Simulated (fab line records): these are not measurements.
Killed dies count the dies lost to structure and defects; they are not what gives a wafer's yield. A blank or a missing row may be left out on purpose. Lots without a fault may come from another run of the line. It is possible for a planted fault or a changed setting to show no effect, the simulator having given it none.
Matching of chambers ; flow gf180mcu ; GF_POLY_GATE_ETCH_12 on rie-diel-04: 4 sister chambers
The step etches BARC in N2/H2. 14 wafers are shown with their chamber, then 7 later ones without.

WAFERS, EACH WITH ITS CHAMBER
wafer;chamber;rf-fwd-power-W (W);throttle-valve-pct (%);oes-product-au (a.u.)
L152.1;3;497.3;13.217;0.733
L152.2;2;496.8;13.215;0.736
L152.4;1;496.7;13.216;0.733
L155.1;3;497.4;13.201;0.740
L155.2;0;495.2;13.212;0.732
L155.3;2;494.5;13.207;0.739
L158.2;2;495.0;13.207;0.741
L158.5;0;493.9;13.229;0.733
L158.6;3;496.0;13.217;0.737
L159.1;1;497.4;13.207;0.736
L159.2;2;493.7;13.212;0.729
L159.3;3;498.9;13.213;0.728
L164.1;2;499.6;13.210;0.743
L164.4;0;494.1;13.229;0.726

SIGNATURES (means of the wafers above)
reading;chamber 0;chamber 1;chamber 2;chamber 3;scatter within a chamber
rf-fwd-power-W;494.400;497.050;495.920;497.400;1.66
throttle-valve-pct;13.22333;13.21150;13.21020;13.21200;0.00672
oes-product-au;0.73033;0.73450;0.73760;0.73450;0.00483
Rule: for each reading, subtract the chamber's mean from the wafer's reading, divide by that reading's scatter and square the result; add these up over the readings and take the root, which gives the wafer's distance from the chamber. The wafer belongs to the nearest chamber; if the next one is less than 2 further off, it can't be placed. The scatter is the square root of a quotient: the sum, over the shown wafers, of each reading's squared deviation from its chamber's mean, divided by wafers minus chambers.

WAFERS WITHOUT THEIR CHAMBER
wafer;rf-fwd-power-W (W);throttle-valve-pct (%);oes-product-au (a.u.)
L164.6;492.9;13.203;0.731
L168.2;492.6;13.220;0.734
L168.4;493.0;13.221;0.723
L168.6;492.6;13.199;0.735
L170.4;496.1;13.221;0.732
L170.5;498.0;13.205;0.739
L170.6;494.6;13.227;0.737

WHICH CHAMBER EACH ONE RAN IN
wafer;from the rows above;in truth
L164.6;can't be placed: 2 or 1 or 3 or 0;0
L168.2;can't be placed: 0 or 2 or 1 or 3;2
L168.4;can't be placed: 0 or 1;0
L168.6;can't be placed: 2 or 1 or 3 or 0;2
L170.4;can't be placed: 0 or 1 or 3 or 2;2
L170.5;can't be placed: 3 or 1 or 2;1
L170.6;can't be placed: 0 or 2 or 1 or 3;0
Correctly placed: 0 of 7. These rows do not allow placing 7 (true chamber among the candidates in 7). 0 placed wrongly.
